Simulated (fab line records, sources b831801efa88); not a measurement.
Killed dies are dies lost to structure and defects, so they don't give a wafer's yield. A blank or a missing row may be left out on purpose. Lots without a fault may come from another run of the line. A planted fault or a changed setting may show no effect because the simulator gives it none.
One fault seen from 2 desks | flow gf180mcu | each desk has only its own numbers; what lay behind them comes last

THE TOOL OWNER'S DESK: rtp_anneal-02
The tool's own readings at GF_SALICIDE_RTA_06 (time 30 s): means of the sampled wafers that have a number, for each lot that ran on this tool. A lot is out of limits, marked OUT, if its mean lies more than 4 standard deviations from the usual mean; the brackets give that distance.
Columns: A = lamp_power_pct at GF_SALICIDE_RTA_06, usual 6.51 %; B = wafer_temp_C_max at GF_SALICIDE_RTA_06, usual 533.5
lot  | first seen here | A               | B
L678 | day 15 21:51    | 6.32            | 534.0
L684 | day 17 14:41    | 5.24 (-7.1) OUT | 488.8 (-51) OUT
L685 | day 18 07:09    | 5.25 (-7.0) OUT | 489.8 (-50) OUT
L693 | day 20 21:20    | 6.32            | 534.8
L694 | day 21 06:44    | 6.32            | 534.6
L697 | day 22 06:35    | 6.32            | 534.5
L698 | day 22 13:34    | 6.32            | 534.2
L699 | day 22 20:27    | 6.32            | 533.7
This desk's finding: out of limits on L684, L685; first on L684, day 17 14:41 (lamp_power_pct at GF_SALICIDE_RTA_06). In limits: L678, L693, L694, L697, L698, L699.

THE METROLOGY DESK
What the gauges read, lot by lot, whatever tool the lot ran on: means of the sampled wafers that have a number. A lot is out of limits, marked OUT, if its mean lies more than 4 standard deviations from the usual mean; the brackets give that distance.
Columns: A = M1_ALCU_RS at GF_M1_RS_MEAS_05, usual 0.0698 ohm/sq
lot  | first seen here | A
L678 | day 16 22:26    | 0.0698
L680 | day 17 13:49    | 0.0695
L684 | day 18 16:44    | 0.0702
L685 | day 19 09:35    | 0.0695
L686 | day 19 15:47    | 0.0703
L689 | day 20 14:09    | 0.0688
L691 | day 21 08:50    | 0.0697
L693 | day 21 23:55    | 0.0691
L694 | day 22 10:54    | 0.0688
L695 | day 22 14:58    | 0.0692
L697 | day 23 08:00    | 0.0701
L698 | day 23 14:55    | 0.0700
L699 | day 23 22:47    | 0.0694
L700 | day 24 07:35    | 0.0688
This desk's finding: nothing out of limits on any of the 14 lots.

PUT TOGETHER
The tool owner's desk could have raised an alarm at day 17 14:41, on L684, L685.
The metrology desk saw nothing out of limits.
The metrology desk has L684, L685 on record, within its limits.
Of the lots named, all ran GF_SALICIDE_RTA_06 on rtp_anneal-02.

WHAT THE SIMULATOR HAD PUT IN
Process parameter drift: rtp_anneal-02, from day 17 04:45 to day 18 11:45, at GF_SALICIDE_RTA_06. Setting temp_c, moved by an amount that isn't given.
Lots struck among those shown: L684, L685.
Hours from the fault's start to each desk's first reading out of limits: the tool owner's desk, 10.
